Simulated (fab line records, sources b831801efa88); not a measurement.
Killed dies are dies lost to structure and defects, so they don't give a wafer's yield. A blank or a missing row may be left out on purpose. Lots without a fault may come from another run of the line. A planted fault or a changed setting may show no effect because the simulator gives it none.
Which tool did it? | flow gf180mcu | 6 lots, 18 wafers sampled, at 3 steps of a route of 602

WHAT THE GAUGES READ, wafer by wafer
GF_HV_LDD_RS_MEAS_53: measures by four-point-probe.
lot  | measured     | on            | HV_LDD_RS (ohm/sq)
L974 | day 13 02:32 | film_metro-03 | 419.1 417.7 418.9
L977 | day 14 03:03 | film_metro-01 | 418.7 418.0 418.5
L980 | day 15 04:09 | film_metro-03 | 417.9 419.1 418.8
L985 | day 17 01:42 | film_metro-04 | 400.8 401.4 401.2
L987 | day 17 12:34 | film_metro-04 | 398.9 397.8 398.9
L995 | day 20 09:15 | film_metro-04 | 417.3 416.6 416.8

WHICH TOOL RAN EACH LOT (tool, then ch and the chambers of the sampled wafers, then the start)
lot  | GF_HV_LDD_STRIP_10                   | GF_HV_LDD_IMPLANT_34
L974 | plasma_asher-03 ch 0,1, day 10 17:32 | implanter-03 ch 0, day 12 05:37
L977 | plasma_asher-03 ch 0,1, day 11 14:47 | implanter-02 ch 0, day 13 05:34
L980 | plasma_asher-03 ch 0,1, day 12 12:02 | implanter-02 ch 0, day 14 05:23
L985 | plasma_asher-02 ch 0,1, day 14 06:40 | implanter-03 ch 0, day 16 02:35
L987 | plasma_asher-04 ch 0,1, day 14 15:26 | implanter-04 ch 0, day 16 12:22
L995 | plasma_asher-04 ch 0,1, day 17 07:59 | implanter-02 ch 0, day 19 08:41
- GF_HV_LDD_STRIP_10: strips in O2/N2.
- GF_HV_LDD_IMPLANT_34

THE ANSWER, worked out from the rows above alone
Rule: what is usual is taken from the lots themselves. Put in order of their means at a reading, lots are off if they are a third of the lots or fewer, leave a main group of 4 or more, and stand apart from it by a gap of 3 or more times the standard deviation of the main group's means; of several such gaps the widest counts. A main group whose means are all the same, to the digits that the tables above print for the reading, isn't used. A lot without any number at a reading at which 4 lots or more have one is off too. The other lots that the step has rows for count as sound.
Off: L985, L987, at GF_HV_LDD_RS_MEAS_53 (HV_LDD_RS). The main group: mean 418.1 ohm/sq, standard deviation 0.71.
A tool fits if, at a process step before that reading, it ran every lot that is off, and no sound lot after the first of them. The gauges at GF_HV_LDD_RS_MEAS_53 are tried like those tools. None of those tried fits.

WHAT THE SIMULATOR HAD PUT IN
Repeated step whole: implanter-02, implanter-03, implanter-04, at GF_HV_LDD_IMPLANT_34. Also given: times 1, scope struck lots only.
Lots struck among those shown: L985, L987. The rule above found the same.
